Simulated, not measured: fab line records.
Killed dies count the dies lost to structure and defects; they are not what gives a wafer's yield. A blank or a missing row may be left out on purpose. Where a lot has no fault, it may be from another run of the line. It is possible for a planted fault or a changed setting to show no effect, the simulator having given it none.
fab line records	flow sky130
record: lots: 24	wafers: 72	last-day: 50
route steps=708 shown POLY_CUT@319 LI_CONTACT@385 LOCAL_INTERCONNECT@387 CONTACT@424
lots untouched by any fault: they come from a run of this same line in which no faults occurred
start-h: hours from the record's opening day to when the first of the lot's shown wafers began	wait-h: hours from the lot's prior step to this one	" the same as in the row above	L1.1+2: a row that stands for several wafers	- no value present, or no start provided	* or withheld: withheld	< > ~ a bound
route shown NAME@n: names a module that has steps shown in the file, with the first one's number in the route	usual: the fault-free wafers' mean and standard deviation	same: alike in all rows	chamber/n: place in a boat	sites: each site's reading	_std_site: standard deviation across them	_edge_site: outer sites' mean less inner sites'	radius-mm: how far each site lies from the wafer's centre	mask NAME#n: copy n	behind: the most recent tool/chamber to have shaped the wafer	hold: what put the lot on hold/how long, in hours/how the hold closed	device: which transistor (n, p or np) failed to switch	end of line: the route-end tests of the same wafers	step lacking rows: just its recipe	killed: not the wafer's yield, but the dies lost to structure and defects at the first sort	map: shows each die of a wafer: x if killed, . if not, _ if none is there
set.NAME: setting as actually run; set.NAME@STEP: the setting as run at that earlier step	model.NAME: the simulator's own value behind a step, which no gauge read
steps of the route over a sample of lots; a table a step, a row a wafer
services: when a tool's chamber went out of use (start-h, in hours from the record's first day, below 0 if earlier), for how many hours, and the reason
== steps ==
step: SKY_POLY_CUT_STRIP_12
recipe: chemistry: O2/N2	power-w: 1400	pressure-mtorr: 1500	platen-temp-c: withheld	o2-flow-sccm: 3000	n2-flow-sccm: 300	overash-fraction: 0.5
usual: drypump-motor-current-A: 6.1/0.31	oes-product-au: 0.452/0.0047	strip-time-to-endpoint-s: 5.355/0.017
lot.wafer	tool	chamber	start-h	wait-h	drypump-motor-current-A	oes-product-au	rf-hours-counter-h	strip-time-to-endpoint-s
L074.2	plasma-asher-04	1	553.41	0.0	5.9	0.460	12	5.355
L074.3	"	0	"	"	5.7	0.457	-	5.356
L074.4	"	1	"	"	5.9	0.457	-	5.371
L075.1	plasma-asher-04	1	564.71	0.0	5.9	0.445	14	5.339
L075.3	"	1	"	"	5.9	0.456	-	5.356
L075.5	"	1	"	"	5.9	0.447	-	5.368
L076.1	plasma-asher-04	1	568.61	0.0	5.9	0.445	14	5.351
L076.2	"	0	"	"	5.8	0.455	14	5.334
L076.3	"	0	"	"	5.7	0.455	-	5.338
L077.2	plasma-asher-01	1	583.21	0.0	6.4	0.452	46	5.345
L077.3	"	0	"	"	6.0	0.454	-	5.348
L077.4	"	1	"	"	6.4	0.448	-	5.344
L078.2	plasma-asher-04	0	592.36	0.0	5.7	0.454	17	5.364
L078.3	"	0	"	"	5.7	0.454	-	5.356
L078.5	"	0	"	"	5.8	0.460	-	5.357
L079.1	plasma-asher-02	1	595.81	0.0	6.1	0.450	88	5.401
L079.3	"	1	"	"	6.1	0.456	-	5.360
L079.6	"	0	"	"	6.7	0.446	-	5.376
L080.1	plasma-asher-02	0	613.61	0.0	6.7	0.456	90	5.357
L080.3	"	0	"	"	6.7	0.453	-	5.358
L080.4	"	1	"	"	6.1	0.453	-	5.344
L081.1	plasma-asher-01	0	620.06	0.0	6.0	0.455	49	5.358
L081.3	"	1	"	"	6.4	0.448	-	5.374
L081.4	"	0	"	"	6.1	0.453	-	5.359
L082.4	plasma-asher-01	0	627.85	0.1	6.0	0.449	-	5.360
L082.5	"	0	"	"	6.0	0.452	-	5.357
L082.6	"	1	"	"	6.4	0.451	-	5.341
L083.1	plasma-asher-04	1	635.38	0.0	5.9	0.450	21	5.337
L083.2	"	0	"	"	5.7	0.450	21	5.335
L083.4	"	1	"	"	5.9	0.459	-	5.339
L084.2	plasma-asher-02	0	643.96	0.0	6.7	0.456	93	5.349
L084.5	"	0	"	"	6.7	0.453	-	5.335
L084.6	"	1	"	"	6.1	0.459	-	5.360
L085.1	plasma-asher-02	0	652.66	0.0	6.7	0.447	94	5.375
L085.4	"	0	"	"	6.7	0.448	-	5.386
L085.5	"	0	"	"	6.7	0.456	-	5.383
L086.2	plasma-asher-01	0	662.31	0.0	6.0	0.468	54	5.342
L086.3	"	0	"	"	6.0	0.455	-	5.374
L086.4	"	1	"	"	6.4	0.462	-	5.349
L087.4	plasma-asher-04	0	675.86	0.1	5.7	0.448	-	5.335
L087.5	"	1	"	"	5.9	0.454	-	5.330
L087.6	"	0	"	"	5.7	0.452	-	5.345
L089.1	plasma-asher-01	1	682.01	0.0	6.4	0.455	56	5.350
L089.3	"	0	"	"	6.1	0.441	-	5.327
L089.6	"	0	"	"	6.0	0.451	-	5.321
L088.3	plasma-asher-04	0	684.10	0.1	5.7	0.454	-	5.343
L088.5	"	1	"	"	5.9	0.454	-	5.341
L088.6	"	0	"	"	5.8	0.449	-	5.380
L091.1	plasma-asher-02	0	702.11	0.0	6.7	0.446	99	5.356
L091.2	"	1	"	"	6.1	0.446	99	5.369
L091.5	"	0	"	"	6.7	0.455	-	5.343
L092.1	plasma-asher-04	0	702.96	0.0	5.8	0.457	28	5.362
L092.3	"	0	"	"	5.8	0.453	-	5.358
L092.6	"	0	"	"	5.7	0.443	-	5.386
L090.2	plasma-asher-02	1	703.31	0.0	6.1	0.443	99	5.359
L090.3	"	0	"	"	6.7	0.458	-	5.366
L090.5	"	1	"	"	6.1	0.456	-	5.368
L093.3	plasma-asher-01	1	711.99	0.1	6.4	0.447	-	5.365
L093.5	"	1	"	"	6.4	0.444	-	5.340
L093.6	"	0	"	"	6.0	0.454	-	5.379
L094.2	plasma-asher-02	1	719.21	0.0	6.1	0.450	101	5.354
L094.3	"	1	"	"	6.0	0.451	-	5.356
L094.4	"	0	"	"	6.7	0.450	-	5.357
L095.1	plasma-asher-01	1	729.71	0.0	6.4	0.451	61	5.350
L095.5	"	1	"	"	6.4	0.456	-	5.348
L095.6	"	0	"	"	6.0	0.452	-	5.395
L096.2	plasma-asher-01	1	733.36	0.0	6.4	0.451	61	5.338
L096.4	"	0	"	"	6.0	0.451	-	5.354
L096.6	"	0	"	"	6.1	0.454	-	5.369
L097.1	plasma-asher-01	1	740.86	0.0	6.4	0.451	63	5.356
L097.3	"	0	"	"	6.0	0.451	-	5.337
L097.6	"	1	"	"	6.4	0.454	-	5.349
step: SKY_LI_CONTACT_THK_MEAS_23
recipe: thk-meas-gauge: xrf	reads: W_of_LI_CONTACT_CVD_21
usual: LI_CONTACT_W_THK: 410/5.5
lot.wafer	tool	chamber	start-h	wait-h	LI_CONTACT_W_THK[nm]
L074.2	film-metro-02	-	671.19	0.1	411
L074.3	"	-	"	"	415
L074.4	"	-	"	"	409
L075.1	film-metro-03	-	680.90	0.1	397
L075.3	"	-	"	"	399
L075.5	"	-	"	"	402
L076.1	film-metro-02	-	685.14	0.1	412
L076.2	"	-	"	"	408
L076.3	"	-	"	"	414
L077.2	film-metro-02	-	699.62	0.1	412
L077.3	"	-	"	"	403
L077.4	"	-	"	"	409
L078.2	film-metro-01	-	708.88	0.1	411
L078.3	"	-	"	"	417
L078.5	"	-	"	"	408
L079.1	film-metro-03	-	710.83	0.1	414
L079.3	"	-	"	"	409
L079.6	"	-	"	"	417
L080.1	film-metro-02	-	727.33	0.1	406
L080.3	"	-	"	"	409
L080.4	"	-	"	"	412
L081.1	film-metro-01	-	735.30	0.1	406
L081.3	"	-	"	"	404
L081.4	"	-	"	"	407
L082.4	film-metro-01	-	740.98	0.1	410
L082.5	"	-	"	"	404
L082.6	"	-	"	"	413
L083.1	film-metro-01	-	748.99	0.1	413
L083.2	"	-	"	"	411
L083.4	"	-	"	"	411
L084.2	film-metro-03	-	757.41	0.1	398
L084.5	"	-	"	"	400
L084.6	"	-	"	"	400
L085.1	film-metro-01	-	765.98	0.1	413
L085.4	"	-	"	"	411
L085.5	"	-	"	"	406
L086.2	film-metro-02	-	777.20	0.1	414
L086.3	"	-	"	"	414
L086.4	"	-	"	"	416
L087.4	film-metro-03	-	788.93	0.1	420
L087.5	"	-	"	"	411
L087.6	"	-	"	"	421
L089.1	film-metro-02	-	793.73	0.1	419
L089.3	"	-	"	"	415
L089.6	"	-	"	"	413
L088.3	film-metro-01	-	795.00	0.1	405
L088.5	"	-	"	"	404
L088.6	"	-	"	"	408
L091.1	film-metro-02	-	812.65	0.1	409
L091.2	"	-	"	"	403
L091.5	"	-	"	"	407
L092.1	film-metro-03	-	814.99	0.1	415
L092.3	"	-	"	"	418
L092.6	"	-	"	"	419
L090.2	film-metro-01	-	815.35	0.1	407
L090.3	"	-	"	"	417
L090.5	"	-	"	"	411
L093.3	film-metro-01	-	822.27	0.1	406
L093.5	"	-	"	"	407
L093.6	"	-	"	"	405
L094.2	film-metro-01	-	828.96	0.1	400
L094.3	"	-	"	"	401
L094.4	"	-	"	"	402
L095.1	film-metro-01	-	839.51	0.1	415
L095.5	"	-	"	"	418
L095.6	"	-	"	"	411
L096.2	film-metro-03	-	842.09	0.1	412
L096.4	"	-	"	"	408
L096.6	"	-	"	"	409
L097.1	film-metro-01	-	850.34	0.1	414
L097.3	"	-	"	"	420
L097.6	"	-	"	"	417
step: SKY_LOCAL_INTERCONNECT_SPUTTER_00
recipe: material: TiN	target-thk-nm: 100	temp-c: 300	power-w: 6500	time-s: 83.3	chamber-pressure-pa: 0.4
usual: throttle-valve-pct: 30.4/1
lot.wafer	tool	chamber	start-h	wait-h	throttle-valve-pct
L074.2	pvd-sputter-01	-	671.54	0.1	31.1
L074.3	"	-	"	"	29.0
L074.4	"	-	"	"	30.3
L075.1	pvd-sputter-02	-	681.26	0.1	29.1
L075.3	"	-	"	"	32.0
L075.5	"	-	"	"	31.6
L076.1	pvd-sputter-01	-	685.50	0.1	29.1
L076.2	"	-	"	"	30.4
L076.3	"	-	"	"	30.7
L077.2	pvd-sputter-02	-	699.97	0.2	30.7
L077.3	"	-	"	"	31.9
L077.4	"	-	"	"	32.2
L078.2	pvd-sputter-02	-	709.23	0.2	31.9
L078.3	"	-	"	"	29.2
L078.5	"	-	"	"	29.3
L079.1	pvd-sputter-03	-	711.19	0.2	29.5
L079.3	"	-	"	"	30.5
L079.6	"	-	"	"	31.0
L080.1	pvd-sputter-03	-	727.69	0.2	30.7
L080.3	"	-	"	"	29.3
L080.4	"	-	"	"	29.7
L081.1	pvd-sputter-01	-	735.66	0.2	29.0
L081.3	"	-	"	"	30.6
L081.4	"	-	"	"	30.8
L082.4	pvd-sputter-02	-	741.31	0.2	29.2
L082.5	"	-	"	"	31.9
L082.6	"	-	"	"	30.9
L083.1	pvd-sputter-01	-	749.49	0.2	30.4
L083.2	"	-	"	"	31.1
L083.4	"	-	"	"	28.7
L084.2	pvd-sputter-02	-	757.76	0.1	30.9
L084.5	"	-	"	"	32.1
L084.6	"	-	"	"	31.7
L085.1	pvd-sputter-01	-	766.34	0.1	28.7
L085.4	"	-	"	"	30.9
L085.5	"	-	"	"	31.0
L086.2	pvd-sputter-03	-	777.68	0.1	29.3
L086.3	"	-	"	"	29.5
L086.4	"	-	"	"	28.9
L087.4	pvd-sputter-01	-	789.26	0.1	29.3
L087.5	"	-	"	"	31.0
L087.6	"	-	"	"	30.3
L089.1	pvd-sputter-01	-	794.09	0.1	31.0
L089.3	"	-	"	"	29.3
L089.6	"	-	"	"	29.1
L088.3	pvd-sputter-02	-	795.36	0.1	31.0
L088.5	"	-	"	"	31.0
L088.6	"	-	"	"	29.1
L091.1	pvd-sputter-01	-	813.01	0.1	30.9
L091.2	"	-	"	"	30.3
L091.5	"	-	"	"	29.0
L092.1	pvd-sputter-03	-	815.35	0.2	28.8
L092.3	"	-	"	"	30.7
L092.6	"	-	"	"	29.6
L090.2	pvd-sputter-02	-	815.70	0.1	29.0
L090.3	"	-	"	"	31.0
L090.5	"	-	"	"	30.8
L093.3	pvd-sputter-03	-	822.61	0.2	29.4
L093.5	"	-	"	"	31.0
L093.6	"	-	"	"	29.1
L094.2	pvd-sputter-01	-	829.31	0.2	28.9
L094.3	"	-	"	"	31.0
L094.4	"	-	"	"	30.7
L095.1	pvd-sputter-01	-	839.87	0.1	30.9
L095.5	"	-	"	"	29.0
L095.6	"	-	"	"	30.6
L096.2	pvd-sputter-02	-	842.44	0.2	31.7
L096.4	"	-	"	"	32.0
L096.6	"	-	"	"	30.6
L097.1	pvd-sputter-01	-	850.93	0.2	31.3
L097.3	"	-	"	"	30.7
L097.6	"	-	"	"	30.8
step: SKY_LOCAL_INTERCONNECT_METAL_ETCH_14
recipe: target-depth-nm: 110	stop-on: PSG	chemistry: Cl2/BCl3	target: TiN	resist-sidewall-deg: 88	pressure-mtorr: 10	icp-w: 900	bias-w: 48.5	Cl2_flow_sccm: 60	bcl3-flow-sccm: 30	time-s: 31.4
usual: drypump-motor-current-A: 5.83/0.074	mfc-cl2-sccm: 60.04/0.17	oes-product-au: 0.943/0.0076	rf-fwd-power-W: 890.2/2.6	throttle-valve-pct: 21.899/0.0096
lot.wafer	tool	chamber	start-h	wait-h	drypump-motor-current-A	mfc-cl2-sccm	oes-product-au	rf-fwd-power-W	rf-hours-counter-h	throttle-valve-pct
L074.2	rie-metal-02	1	699.69	0.0	5.70	60.05	0.943	890.2	13	21.890
L074.3	"	0	"	"	5.89	59.96	0.936	887.8	-	21.898
L074.4	"	1	"	"	5.71	60.06	0.933	891.3	-	21.916
L075.1	rie-metal-01	1	709.69	0.0	5.83	60.25	0.940	893.9	12	21.911
L075.3	"	0	"	"	5.74	59.78	0.939	891.9	-	21.889
L075.5	"	0	"	"	5.76	59.80	0.940	890.1	-	21.910
L076.1	rie-metal-03	1	713.54	0.0	5.93	60.31	0.946	890.6	6	21.889
L076.2	"	0	"	"	5.91	59.88	0.949	888.9	1	21.889
L076.3	"	1	"	"	5.90	60.26	0.943	887.4	-	21.883
L077.2	rie-metal-03	0	727.53	0.0	5.90	60.09	0.930	890.7	1	21.894
L077.3	"	0	"	"	5.92	60.42	0.936	889.0	-	21.912
L077.4	"	1	"	"	5.85	60.10	0.940	886.9	-	21.899
L078.2	rie-metal-02	0	737.21	0.1	5.88	60.13	0.940	889.6	10	21.911
L078.3	"	1	"	"	5.68	60.10	0.937	890.6	-	21.905
L078.5	"	1	"	"	5.69	60.02	0.945	890.5	-	21.886
L079.1	rie-metal-03	0	738.48	0.0	5.89	59.97	0.933	895.3	1	21.903
L079.3	"	0	"	"	5.88	59.94	0.955	892.0	-	21.876
L079.6	"	0	"	"	5.89	59.55	0.951	884.6	-	21.881
L080.1	rie-metal-01	1	754.99	0.0	5.80	60.38	0.948	889.7	13	21.892
L080.3	"	1	"	"	5.80	60.38	0.936	893.3	-	21.903
L080.4	"	0	"	"	5.74	60.19	0.940	891.3	-	21.900
L081.1	rie-metal-03	0	762.78	0.0	5.90	59.81	0.945	891.1	2	21.910
L081.3	"	0	"	"	5.87	59.63	0.951	890.4	-	21.900
L081.4	"	1	"	"	5.87	60.13	0.942	894.6	-	21.902
L082.4	rie-metal-02	0	768.90	0.1	5.87	60.14	0.940	888.3	-	21.902
L082.5	"	0	"	"	5.88	59.99	0.944	889.1	-	21.885
L082.6	"	0	"	"	5.92	60.06	0.948	889.5	-	21.875
L083.1	rie-metal-03	0	777.04	0.0	5.92	59.99	0.939	892.5	2	21.894
L083.2	"	1	"	"	5.84	60.05	0.949	890.2	7	21.885
L083.4	"	0	"	"	5.93	60.02	0.953	892.4	-	21.894
L084.2	rie-metal-03	0	784.84	0.0	5.89	59.91	0.941	893.4	2	21.900
L084.5	"	1	"	"	5.83	60.21	0.952	891.8	-	21.898
L084.6	"	0	"	"	5.91	60.19	0.938	894.2	-	21.903
L085.1	rie-metal-02	0	793.43	0.0	5.90	60.01	0.957	894.4	12	21.890
L085.4	"	1	"	"	5.70	59.87	0.951	892.0	-	21.872
L085.5	"	1	"	"	5.70	59.80	0.952	894.6	-	21.914
L086.2	rie-metal-03	1	804.23	0.0	5.82	60.03	0.937	889.8	8	21.900
L086.3	"	0	"	"	5.88	60.24	0.932	897.1	-	21.903
L086.4	"	1	"	"	5.86	59.98	0.947	890.2	-	21.925
L087.4	rie-metal-02	0	815.36	0.1	5.89	60.10	0.938	889.7	-	21.899
L087.5	"	0	"	"	5.89	60.07	0.938	889.0	-	21.904
L087.6	"	0	"	"	5.90	60.10	0.939	889.8	-	21.904
L089.1	rie-metal-02	0	820.56	0.1	5.91	60.03	0.943	889.5	13	21.907
L089.3	"	0	"	"	5.92	60.22	0.939	894.2	-	21.902
L089.6	"	0	"	"	5.90	60.05	0.939	894.2	-	21.915
L088.3	rie-metal-01	0	822.11	0.0	5.74	60.18	0.939	886.5	-	21.904
L088.5	"	1	"	"	5.84	60.00	0.944	892.8	-	21.891
L088.6	"	0	"	"	5.74	60.19	0.951	887.7	-	21.895
L091.1	rie-metal-01	0	840.36	0.1	5.75	60.02	0.926	890.6	12	21.909
L091.2	"	0	"	"	5.75	60.15	0.931	888.5	-	21.902
L091.5	"	0	"	"	5.75	60.05	0.920	891.8	-	21.896
L092.1	rie-metal-02	0	842.04	0.0	5.90	59.70	0.941	889.7	14	21.898
L092.3	"	1	"	"	5.71	59.69	0.952	894.3	-	21.894
L092.6	"	0	"	"	5.92	60.13	0.939	890.7	-	21.887
L090.2	rie-metal-01	0	842.77	0.1	5.75	60.23	0.955	893.2	-	21.898
L090.3	"	0	"	"	5.73	60.16	0.943	889.8	-	21.916
L090.5	"	0	"	"	5.74	60.22	0.943	891.6	-	21.911
L093.3	rie-metal-02	0	849.50	0.0	5.89	59.93	0.938	891.0	-	21.898
L093.5	"	1	"	"	5.71	59.99	0.958	893.6	-	21.894
L093.6	"	0	"	"	5.88	59.99	0.951	890.4	-	21.909
L094.2	rie-metal-01	0	855.96	0.1	5.75	60.09	0.940	886.5	-	21.910
L094.3	"	0	"	"	5.76	59.99	0.941	891.5	-	21.896
L094.4	"	0	"	"	5.74	59.97	0.946	893.1	-	21.904
L095.1	rie-metal-03	0	866.38	0.0	5.91	60.08	0.944	894.3	6	21.909
L095.5	"	1	"	"	5.85	59.82	0.946	887.5	-	21.896
L095.6	"	0	"	"	5.90	59.99	0.957	895.4	-	21.888
L096.2	rie-metal-03	1	869.30	0.0	5.86	59.87	0.950	885.5	11	21.891
L096.4	"	1	"	"	5.86	59.94	0.950	890.7	-	21.897
L096.6	"	0	"	"	5.90	60.26	0.954	889.8	-	21.894
L097.1	rie-metal-03	0	877.20	0.0	5.89	60.04	0.952	885.6	7	21.897
L097.3	"	1	"	"	5.87	59.99	0.929	884.7	-	21.890
L097.6	"	0	"	"	5.89	59.95	0.949	889.7	-	21.884
step: SKY_CONTACT_ETCH_18
recipe: target: Si3N4	chemistry: CHF3/O2	stop-on: TiN	source-w: 600	bias-w: 200	pressure-mtorr: 40	chf3-flow-sccm: 50	O2_flow_sccm: 5	time-s: 39	target-depth-a: 750
usual: drypump-motor-current-A: 5.4/0.46	oes-product-au: 0.856/0.0077	rf-fwd-power-W: 591.8/2.5	throttle-valve-pct: 8.792/0.0088
lot.wafer	tool	chamber	start-h	wait-h	drypump-motor-current-A	oes-product-au	rf-fwd-power-W	rf-hours-counter-h	throttle-valve-pct
L074.2	rie-diel-04	0	-	-	5.7	0.858	587.4	20	8.794
L074.3	"	3	"	"	5.6	0.869	594.2	19	8.792
L074.4	"	2	"	"	5.0	0.860	591.2	7	8.798
L075.1	rie-diel-04	2	-	-	5.0	0.855	592.9	7	8.795
L075.3	"	0	"	"	5.7	0.853	590.1	20	8.796
L075.5	"	3	"	"	5.6	0.861	595.1	-	8.801
L076.1	rie-diel-02	2	-	-	6.3	0.855	595.2	47	8.790
L076.2	"	1	"	"	6.0	0.855	591.7	4	8.780
L076.3	"	0	"	"	5.6	0.857	588.8	23	8.812
L077.2	rie-diel-04	2	-	-	5.0	0.858	594.6	7	8.789
L077.3	"	1	"	"	5.1	0.875	591.8	15	8.793
L077.4	"	0	"	"	5.7	0.878	590.8	21	8.778
L078.2	rie-diel-04	2	-	-	5.0	0.846	590.4	8	8.786
L078.3	"	3	"	"	5.6	0.856	594.4	21	8.789
L078.5	"	2	"	"	5.0	0.860	590.9	-	8.793
L079.1	rie-diel-03	3	-	-	5.2	0.843	595.8	5	8.783
L079.3	"	2	"	"	5.0	0.848	591.5	25	8.787
L079.6	"	2	"	"	5.0	0.856	591.0	-	8.791
L080.1	rie-diel-04	2	-	-	5.0	0.839	590.9	8	8.787
L080.3	"	1	"	"	5.1	0.857	594.3	16	8.787
L080.4	"	0	"	"	5.7	0.862	593.8	21	8.795
L081.1	rie-diel-04	0	-	-	5.7	0.849	590.6	22	8.782
L081.3	"	1	"	"	5.1	0.855	590.7	16	8.796
L081.4	"	2	"	"	5.0	0.871	590.5	-	8.813
L082.4	rie-diel-04	2	-	-	5.0	0.864	592.2	9	8.805
L082.5	"	1	"	"	5.1	0.869	593.7	-	8.787
L082.6	"	0	"	"	5.7	0.867	585.7	-	8.787
L083.1	rie-diel-03	0	-	-	5.1	0.850	594.3	22	8.798
L083.2	"	3	"	"	5.2	0.846	594.8	7	8.772
L083.4	"	2	"	"	5.0	0.852	593.9	26	8.792
L084.2	rie-diel-02	0	-	-	5.5	0.859	588.4	25	8.792
L084.5	"	2	"	"	6.3	0.868	589.1	-	8.799
L084.6	"	1	"	"	6.0	0.856	594.1	-	8.789
L085.1	rie-diel-02	2	-	-	6.3	0.850	590.3	1	8.817
L085.4	"	3	"	"	5.0	0.847	592.7	13	8.798
L085.5	"	0	"	"	5.5	0.850	589.3	-	8.793
L086.2	rie-diel-03	1	-	-	4.8	0.850	594.7	7	8.782
L086.3	"	3	"	"	5.2	0.855	590.8	8	8.788
L086.4	"	2	"	"	5.0	0.861	595.9	27	8.796
L087.4	rie-diel-04	0	-	-	5.7	0.867	587.1	23	8.786
L087.5	"	2	"	"	5.0	0.874	591.9	-	8.799
L087.6	"	1	"	"	5.0	0.861	593.9	-	8.800
L089.1	rie-diel-03	1	-	-	4.9	0.839	592.8	8	8.791
L089.3	"	2	"	"	5.0	0.857	598.2	27	8.773
L089.6	"	0	"	"	5.1	0.866	595.2	-	8.792
L088.3	rie-diel-02	0	-	-	5.5	0.865	587.3	26	8.794
L088.5	"	2	"	"	6.3	0.855	589.7	-	8.795
L088.6	"	1	"	"	6.0	0.864	591.5	-	8.783
L091.1	rie-diel-02	1	-	-	6.0	0.859	591.2	8	8.791
L091.2	"	3	"	"	5.0	0.843	590.8	14	8.794
L091.5	"	0	"	"	5.5	0.856	590.2	-	8.787
L092.1	rie-diel-02	0	-	-	5.5	0.851	588.2	27	8.791
L092.3	"	2	"	"	6.3	0.855	591.8	2	8.781
L092.6	"	3	"	"	5.0	0.850	588.8	-	8.791
L090.2	rie-diel-04	2	-	-	5.0	0.848	592.5	11	8.790
L090.3	"	0	"	"	5.7	0.868	590.7	24	8.779
L090.5	"	3	"	"	5.6	0.861	595.6	-	8.795
L093.3	rie-diel-02	2	-	-	6.3	0.848	590.9	3	8.799
L093.5	"	3	"	"	5.0	0.863	591.4	-	8.778
L093.6	"	0	"	"	5.5	0.854	590.0	-	8.794
L094.2	rie-diel-04	3	-	-	5.6	0.853	592.8	24	8.783
L094.3	"	1	"	"	5.1	0.857	592.7	19	8.795
L094.4	"	2	"	"	5.0	0.862	590.0	12	8.801
L095.1	rie-diel-02	3	-	-	5.0	0.846	590.8	15	8.794
L095.5	"	3	"	"	5.0	0.851	592.7	-	8.797
L095.6	"	2	"	"	6.3	0.851	593.2	-	8.792
L096.2	rie-diel-02	1	-	-	6.0	0.842	592.5	9	8.790
L096.4	"	3	"	"	5.0	0.852	588.8	16	8.810
L096.6	"	0	"	"	5.5	0.859	590.0	-	8.796
L097.1	rie-diel-04	3	-	-	5.6	0.852	591.8	24	8.782
L097.3	"	0	"	"	5.7	0.861	589.9	25	8.786
L097.6	"	0	"	"	5.7	0.865	587.4	-	8.783
step: SKY_CONTACT_CMP_27
recipe: stop-on: SiO2	t-overpolish-s: 15	down-force-psi: 3.5	platen-rpm: 60	target-thk-nm: 0	pad-velocity-m-s: 0.94248
usual: motor-current-A: 11.7/1.4	overpolish-run-s: 15.001/0.0093	retaining-ring-pressure-frac: 1.000/0.0048	time-to-endpoint-s: 79/3.4
lot.wafer	tool	chamber	start-h	wait-h	motor-current-A	overpolish-run-s	retaining-ring-pressure-frac	time-to-endpoint-s
L074.3	cmp-01	2	729.65	0.1	12.3	14.989	1.002	86
L074.2	"	3	"	"	9.6	14.990	1.008	77
L074.4	"	0	"	"	10.0	14.986	1.001	84
L075.1	cmp-01	2	739.60	0.1	12.1	14.982	0.993	82
L075.3	"	3	"	"	10.8	14.998	1.003	75
L075.5	"	0	"	"	10.2	15.001	0.998	80
L076.3	cmp-02	1	743.49	0.0	11.0	14.989	1.002	79
L076.2	"	2	"	"	12.7	14.973	0.993	81
L076.1	"	0	"	"	10.9	15.008	1.011	86
L077.3	cmp-01	1	757.10	0.0	11.0	15.005	0.998	76
L077.4	"	2	"	"	11.6	14.997	0.999	84
L077.2	"	0	"	"	10.1	15.006	0.998	83
L078.2	cmp-01	2	766.54	0.1	12.3	14.997	1.004	82
L078.3	"	3	"	"	10.2	15.012	1.005	75
L078.5	"	1	"	"	10.6	14.995	0.992	78
L079.1	cmp-02	3	767.79	0.1	14.6	15.008	1.003	77
L079.3	"	1	"	"	10.8	15.002	1.001	74
L079.6	"	3	"	"	14.1	15.000	0.994	83
L080.3	cmp-01	0	784.12	0.0	10.5	15.018	1.003	80
L080.4	"	1	"	"	11.1	14.997	0.996	82
L080.1	"	2	"	"	11.2	14.991	1.002	84
L081.1	cmp-02	2	791.61	0.1	12.9	14.999	1.002	81
L081.4	"	3	"	"	14.2	14.989	1.005	79
L081.3	"	0	"	"	10.1	14.999	1.006	82
L082.4	cmp-01	0	797.65	0.0	10.0	14.996	1.000	81
L082.5	"	0	"	"	10.5	15.009	1.002	80
L082.6	"	1	"	"	11.3	15.004	1.002	76
L083.1	cmp-01	2	806.64	0.1	11.6	15.012	0.999	80
L083.2	"	0	"	"	10.2	15.001	0.996	76
L083.4	"	1	"	"	11.5	15.008	0.995	71
L084.2	cmp-02	3	813.80	0.1	14.2	15.001	0.998	82
L084.5	"	2	"	"	13.7	14.987	1.001	81
L084.6	"	3	"	"	14.1	14.994	1.002	78
L085.4	cmp-02	0	822.50	0.1	10.5	15.007	1.004	88
L085.1	"	2	"	"	12.6	15.005	1.000	84
L085.5	"	0	"	"	10.7	14.995	0.998	83
L086.4	cmp-01	3	833.14	0.1	10.2	15.006	0.997	79
L086.2	"	0	"	"	10.2	15.007	0.999	81
L086.3	"	1	"	"	12.1	14.997	0.993	82
L087.4	cmp-02	3	844.55	0.0	14.3	14.998	0.997	78
L087.6	"	3	"	"	14.3	15.004	0.988	80
L087.5	"	0	"	"	10.8	15.007	0.996	80
L089.1	cmp-02	2	848.89	0.1	13.0	14.994	0.992	77
L089.3	"	1	"	"	11.1	14.993	0.996	73
L089.6	"	3	"	"	14.3	15.006	1.008	78
L088.3	cmp-02	1	851.31	0.2	10.5	15.000	0.996	74
L088.6	"	2	"	"	13.0	15.002	1.002	79
L088.5	"	3	"	"	14.1	14.997	0.997	75
L091.1	cmp-02	0	868.98	0.1	10.4	15.005	1.005	80
L091.2	"	2	"	"	13.3	15.021	1.001	77
L091.5	"	3	"	"	14.3	14.996	1.001	74
L092.1	cmp-01	2	871.19	0.1	12.2	15.001	1.001	84
L092.3	"	3	"	"	10.2	14.995	1.007	76
L092.6	"	1	"	"	11.4	14.989	1.000	81
L090.2	cmp-01	3	872.59	0.0	10.3	14.995	0.994	79
L090.3	"	0	"	"	10.6	15.003	0.994	82
L090.5	"	3	"	"	10.0	15.002	1.006	77
L093.3	cmp-01	3	878.13	0.3	10.1	15.003	1.008	78
L093.6	"	2	"	"	12.3	14.994	0.995	86
L093.5	"	3	"	"	11.0	15.002	1.000	79
L094.4	cmp-02	2	885.59	0.0	12.8	15.007	0.993	80
L094.3	"	3	"	"	14.2	14.997	0.998	81
L094.2	"	1	"	"	10.7	15.010	1.002	78
L095.1	cmp-01	3	895.55	0.1	9.8	14.991	0.999	74
L095.6	"	2	"	"	12.1	15.005	1.001	86
L095.5	"	3	"	"	9.9	15.006	1.004	77
L096.4	cmp-02	0	898.11	0.1	10.5	14.991	0.996	79
L096.2	"	2	"	"	13.0	15.004	1.004	80
L096.6	"	3	"	"	14.1	15.017	0.998	80
L097.1	cmp-02	0	906.27	0.1	10.1	15.009	0.997	81
L097.3	"	1	"	"	10.2	15.012	1.003	79
L097.6	"	2	"	"	12.4	15.008	0.994	81
== services ==
tool	chamber	start-h	hours	kind
rie-diel-04	2	549.03	8.1	repair
cmp-02	-	555.56	13.5	pm
cmp-02	-	569.32	11.0	repair
cmp-01	-	572.00	4.0	pm
cmp-01	-	583.37	0.3	repair
pvd-sputter-01	-	627.00	4.9	repair
cmp-01	-	628.09	3.9	pm
cmp-02	-	667.72	6.6	pm
cmp-02	-	723.19	4.5	repair
cmp-02	-	744.22	4.0	pm
cmp-01	-	746.10	2.8	repair
cmp-01	-	746.51	1.0	repair
rie-diel-04	0	747.86	8.1	repair
cmp-02	-	774.28	1.3	repair
cmp-01	-	776.18	4.8	pm
rie-diel-04	3	784.62	8.8	repair
cmp-02	-	806.58	1.6	repair
pvd-sputter-01	-	809.58	3.2	repair
cmp-02	-	810.17	1.5	repair
cmp-01	-	829.90	1.3	repair
rie-diel-04	0	847.73	5.8	repair
cmp-02	-	870.54	8.1	pm
cmp-01	-	880.15	4.1	repair
cmp-01	-	880.38	0.6	repair
== key ==
fault none
